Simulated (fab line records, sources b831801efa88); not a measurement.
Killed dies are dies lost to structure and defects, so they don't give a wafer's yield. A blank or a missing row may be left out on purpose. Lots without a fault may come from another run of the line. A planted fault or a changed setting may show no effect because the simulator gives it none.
fab line records | flow sky130 | part 2 of 2: steps 34 to 43 of 43
record lots=5 wafers=15 last_day=51
route steps=708 shown POLY_CUT@319 SD_P@320 RES_XHIGH@332 SD_N@342 SALICIDE@361 LI_CONTACT@362
lots that met no fault: from a run of the same line without faults
start_h: hours from the record's first day to the start of the lot's first wafer shown | wait_h: hours since the lot's step before | " the same as in the row above | L1.1+2: a row that stands for several wafers | - no value, or no start given | * or withheld: withheld | < > ~ a bound
route shown NAME@n: a module of which the file shows steps, and the number in the route of the first | usual: mean/standard deviation of fault-free wafers | same: alike in all rows | chamber/n: place in a boat | sites: the reading at each site | _std_site: their standard deviation | _edge_site: outer sites' mean less inner sites' | radius_mm: how far each site lies from the wafer's centre | mask NAME#n: copy n | behind: the tool/chamber that last shaped the wafer | hold: why the lot was held/for how many hours/how that ended | device: the transistor (n, p or np) that didn't switch | end of line: the same wafers' tests at the end of the route | a step without rows: its recipe alone | killed: dies lost to structure and defects at the first sort, not the wafer's yield | map: a wafer's dies, x killed, . not, _ none there
set.NAME: the setting as run; set.NAME@STEP: as run at that earlier step | model.NAME: the simulator's own value behind a step, which no gauge read
lots at some steps of the route; a table a step, a row a wafer
services: from which hour (start_h, from the record's first day; less than 0 if before it) a tool's chamber was out of use, for how many hours, and why
## steps
# step SKY_SD_N_IMPLANT_10
# recipe species=P energy_kev=20 dose_cm2=1e+14 tilt_deg=0
# usual tilt_deg=-0.003/0.019
# columns lot.wafer tool chamber start_h wait_h tilt_deg
L079.1 implanter-02 0 710.81 0.1 -0.043
L079.3 " 0 " " -0.019
L079.4 " 0 " " -0.049
L080.1 implanter-04 0 716.00 0.1 -0.008
L080.3 " 0 " " -0.010
L080.6 " 0 " " 0.023
L085.2 implanter-02 0 766.44 0.1 -0.041
L085.5 " 0 " " -0.011
L085.6 " 0 " " 0.000
L088.1 implanter-03 0 776.41 0.1 -0.028
L088.3 " 0 " " -0.007
L088.5 " 0 " " -0.024
L097.1 implanter-03 0 850.40 0.1 0.004
L097.3 " 0 " " 0.009
L097.4 " 0 " " -0.006
# step SKY_SD_N_STRIP_11
# recipe chemistry=O2/N2 power_w=1420 pressure_mtorr=1500 platen_temp_c=withheld o2_flow_sccm=3000 n2_flow_sccm=300 overash_fraction=0.5
# usual drypump_motor_current_A=5.74/0.28 oes_product_au=0.531/0.0045 strip_time_to_endpoint_s=22.29/0.041
# columns lot.wafer tool chamber start_h wait_h drypump_motor_current_A oes_product_au rf_hours_counter_h strip_time_to_endpoint_s
L079.1 plasma_asher-03 1 710.96 0.1 5.18 0.527 30 22.23
L079.3 " 0 " " 5.82 0.533 - 22.22
L079.4 " 1 " " 5.19 0.524 - 22.28
L080.1 plasma_asher-02 1 716.15 0.1 5.75 0.528 91 22.33
L080.3 " 0 " " 5.96 0.535 - 22.30
L080.6 " 0 " " 5.98 0.527 - 22.30
L085.2 plasma_asher-04 1 766.56 0.1 5.79 0.534 63 22.28
L085.5 " 1 " " 5.78 0.526 - 22.31
L085.6 " 0 " " 6.05 0.531 - 22.33
L088.1 plasma_asher-04 0 776.56 0.1 6.10 0.535 65 22.30
L088.3 " 1 " " 5.74 0.530 - 22.31
L088.5 " 1 " " 5.77 0.536 - 22.29
L097.1 plasma_asher-03 0 850.55 0.1 5.86 0.531 44 22.27
L097.3 " 0 " " 5.85 0.535 - 22.26
L097.4 " 1 " " 5.19 0.538 - 22.29
# step SKY_SD_N_TW_MEAS_12
# usual SD_N_TW=3970/52
# columns lot.wafer tool chamber start_h wait_h SD_N_TW
L079.1 film_metro-02 - 711.06 0.1 4059
L079.3 " - " " 4056
L079.4 " - " " 4064
L080.1 film_metro-04 - 716.25 0.1 3962
L080.3 " - " " 3989
L080.6 " - " " 3972
L085.2 film_metro-01 - 766.67 0.1 3917
L085.5 " - " " 3928
L085.6 " - " " 3890
L088.1 film_metro-02 - 776.66 0.1 4067
L088.3 " - " " 4045
L088.5 " - " " 4055
L097.1 film_metro-01 - 850.65 0.1 3928
L097.3 " - " " 3912
L097.4 " - " " 3932
# step SKY_SD_N_CLEAN_13
# recipe chemistry=SC1/SC2 mix=1:4:20 temp_c=70 time_s=150 dry=n2_spin
# usual bath_guard_temp_C=69.8/0.45
# columns lot.wafer tool chamber start_h wait_h bath_guard_temp_C
L079.1 wet_bench-02 3 711.12 0.1 70.0
L079.3 " 3 " " 69.6
L079.4 " 3 " " 69.8
L080.1 wet_bench-02 0 716.31 0.1 69.7
L080.3 " 0 " " 69.9
L080.6 " 0 " " 69.7
L085.2 wet_bench-04 0 766.72 0.0 69.3
L085.5 " 0 " " 69.3
L085.6 " 0 " " 69.4
L088.1 wet_bench-04 0 776.72 0.1 69.6
L088.3 " 0 " " 69.5
L088.5 " 0 " " 69.4
L097.1 wet_bench-02 0 850.71 0.1 69.6
L097.3 " 0 " " 70.0
L097.4 " 0 " " 70.1
# step SKY_SD_N_RTA_14
# recipe temp_c=1075 time_s=2 idle_temp_c=650 ramp_up_c_per_s=150 ramp_down_c_per_s=90 ambient=N2
# usual chamber_o2_ppm=1.999/0.022 lamp_power_pct=15.73/0.053 wafer_temp_C_max=1078.1/1.3
# columns lot.wafer tool chamber start_h wait_h chamber_o2_ppm lamp_power_pct wafer_temp_C_max
L079.1 rtp_anneal-01 0 711.17 0.0 1.995 15.68 1079.9
L079.3 " 0 " " 1.995 15.77 1078.3
L079.4 " 0 " " 1.995 15.84 1077.1
L080.1 rtp_anneal-02 0 716.36 0.0 2.014 15.67 1077.6
L080.3 " 0 " " 2.034 15.78 1076.2
L080.6 " 0 " " 2.037 15.69 1076.4
L085.2 rtp_anneal-01 0 766.78 0.0 1.975 15.79 1077.1
L085.5 " 0 " " 1.997 15.69 1081.9
L085.6 " 0 " " 1.976 15.68 1077.5
L088.1 rtp_anneal-02 0 776.77 0.0 2.025 15.74 1079.3
L088.3 " 0 " " 2.012 15.69 1076.0
L088.5 " 0 " " 2.046 15.62 1079.3
L097.1 rtp_anneal-01 0 850.76 0.0 1.988 15.68 1080.1
L097.3 " 0 " " 2.008 15.62 1078.9
L097.4 " 0 " " 1.983 15.61 1079.1
# step SKY_SD_N_RS_MEAS_16
# recipe thk_meas_gauge=four-point-probe
# usual SD_N_RS=68.55/0.12
# columns lot.wafer tool chamber start_h wait_h SD_N_RS[ohm/sq]
L079.1 film_metro-04 - 711.35 0.1 68.47
L079.3 " - " " 68.52
L079.4 " - " " 68.43
L080.1 film_metro-02 - 716.53 0.1 68.75
L080.3 " - " " 68.49
L080.6 " - " " 68.55
L085.2 film_metro-01 - 766.97 0.1 68.78
L085.5 " - " " 68.59
L085.6 " - " " 68.54
L088.1 film_metro-01 - 776.95 0.1 68.41
L088.3 " - " " 68.71
L088.5 " - " " 68.64
L097.1 film_metro-01 - 850.93 0.1 68.56
L097.3 " - " " 68.52
L097.4 " - " " 68.46
# step SKY_SD_N_RS_MEAS_17
# recipe thk_meas_gauge=four-point-probe
# usual SD_P_RS=147.1/0.38
# columns lot.wafer tool chamber start_h wait_h SD_P_RS[ohm/sq]
L079.1 film_metro-04 - 711.47 0.1 147.2
L079.3 " - " " 146.9
L079.4 " - " " 147.0
L080.1 film_metro-02 - 716.65 0.1 147.5
L080.3 " - " " 146.9
L080.6 " - " " 146.9
L085.2 film_metro-01 - 767.09 0.1 147.4
L085.5 " - " " 147.4
L085.6 " - " " 147.4
L088.1 film_metro-01 - 777.07 0.1 147.3
L088.3 " - " " 147.3
L088.5 " - " " 147.2
L097.1 film_metro-01 - 851.05 0.1 147.4
L097.3 " - " " 147.3
L097.4 " - " " 147.0
# step SKY_SD_N_RS_MEAS_18
# recipe thk_meas_gauge=four-point-probe
# usual RES_XHIGH_RS=333.1/1.1
# columns lot.wafer tool chamber start_h wait_h RES_XHIGH_RS[ohm/sq]
L079.1 film_metro-04 - 711.59 0.1 332.7
L079.3 " - " " 332.6
L079.4 " - " " 332.8
L080.1 film_metro-02 - 716.77 0.1 335.4
L080.3 " - " " 334.8
L080.6 " - " " 334.0
L085.2 film_metro-01 - 767.21 0.1 332.7
L085.5 " - " " 332.2
L085.6 " - " " 332.3
L088.1 film_metro-01 - 777.19 0.1 334.3
L088.3 " - " " 333.7
L088.5 " - " " 334.0
L097.1 film_metro-01 - 851.17 0.1 333.7
L097.3 " - " " 334.2
L097.4 " - " " 333.4
# step SKY_SALICIDE_CLEAN_00
# recipe chemistry=HF-last time_s=30 dilution=100:1 dry=ipa_marangoni
# columns lot.wafer tool chamber start_h wait_h
L079.1+3+4 wet_bench-01 2 711.71 0.1
L080.1+3+6 wet_bench-04 0 716.89 0.1
L085.2+5+6 wet_bench-04 3 767.31 0.1
L088.1+3+5 wet_bench-03 3 777.31 0.1
L097.1+3+4 wet_bench-03 2 851.29 0.1
# step SKY_LI_CONTACT_HDPCVD_00
# recipe material=PSG target_thk_nm=930 sigma_open_frac=0.3 time_s=155 temp_c=600 sih4_flow_sccm=60 pressure_mtorr=6
# columns lot.wafer tool chamber start_h wait_h
L079.1+3+4 hdpcvd-01 0,2,1 711.72 0.0
L080.1+3+6 hdpcvd-02 1,2,0 716.91 0.0
L085.2+5+6 hdpcvd-02 2,2,0 767.32 0.0
L088.1+3+5 hdpcvd-02 1,0,2 777.32 0.0
L097.1+3+4 hdpcvd-01 1,0,0 851.31 0.0
## services
# columns tool chamber start_h hours kind
iline_stepper-01 - 613.95 1.7 pm
implanter-03 - 614.30 2.1 repair
implanter-04 - 622.18 10.1 repair
plasma_asher-01 - 624.99 2.8 pm
implanter-03 - 634.23 3.4 pm
implanter-04 - 634.93 3.2 repair
iline_stepper-02 - 649.19 1.8 repair
implanter-02 - 655.83 6.2 repair
implanter-03 - 678.77 1.7 pm
plasma_asher-01 - 678.81 9.9 repair
implanter-02 - 699.00 4.0 repair
plasma_asher-04 - 702.09 12.3 repair
implanter-03 - 715.39 10.5 repair
plasma_asher-01 - 729.63 2.9 repair
plasma_asher-01 - 733.75 9.0 pm
implanter-04 - 738.01 0.9 repair
iline_stepper-02 - 740.21 1.7 pm
iline_stepper-02 - 762.62 1.8 repair
plasma_asher-02 - 785.71 4.5 repair
implanter-02 - 794.00 2.5 pm
wet_bench-04 - 796.46 2.6 repair
iline_stepper-02 - 804.76 8.8 repair
iline_stepper-01 - 832.05 1.7 pm
implanter-03 - 844.63 2.8 repair
